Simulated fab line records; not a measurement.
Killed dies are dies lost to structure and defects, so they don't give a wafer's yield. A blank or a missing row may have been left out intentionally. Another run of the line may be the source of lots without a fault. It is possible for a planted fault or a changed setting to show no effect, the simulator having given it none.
What tool caused it? | flow gf180mcu | route of 602 steps, sampled at 1 step: 12 lots, 36 wafers

## WHAT EACH GAUGE READ, for each wafer
GF_HV_LDD_OVL_MEAS_47.
lot  | measured     | on         | HV_LDD_03_OVL (nm)
L075 | day 13 05:17 | overlay-02 | -3.7 -1.3 -0.6
L077 | day 13 18:42 | overlay-02 | -2.5 -3.5 -0.1
L079 | day 14 11:19 | overlay-01 | -1.4 0.4 -0.8
L081 | day 15 06:44 | overlay-02 | 0.4 0.1 3.0
L083 | day 15 20:51 | overlay-02 | 1.3 2.4 -0.1
L085 | day 16 07:26 | overlay-02 | 0.0 -2.1 -0.8
L087 | day 17 04:17 | overlay-02 | -0.2 -1.3 -0.4
L089 | day 17 21:34 | overlay-02 | -2.6 -3.4 -2.1
L091 | day 18 13:02 | overlay-01 | -0.6 -0.5 -0.9
L093 | day 19 04:44 | overlay-01 | -0.8 -0.5 -0.8
L095 | day 19 23:44 | overlay-02 | 0.5 -0.3 -0.2
L097 | day 20 12:56 | overlay-02 | -3.4 -2.9 -1.0

## WHAT TOOL EACH LOT RAN ON (gives the tool, then ch and the chambers of the sampled wafers, and finally the start)
There is no process step in the record ahead of these readings.

## THE ANSWER, worked out from the rows above alone
Rule: usual is defined by the lots themselves. Put in order of their means at a reading, lots are off if they are a third of the lots or fewer, leave a main group of 4 or more, and stand apart from it by a gap of 3 or more times the standard deviation of the main group's means; of several such gaps the widest counts. If all means in a main group match to the digits the tables above print for the reading, that group is not used. Also off: a lot with no number at a reading for which 4 or more lots have one. Where the step has rows for the other lots, those lots are counted as sound.
Across all readings shown, no lot is off: no conclusion can be drawn from this.

## WHAT WAS PUT IN BY THE SIMULATOR
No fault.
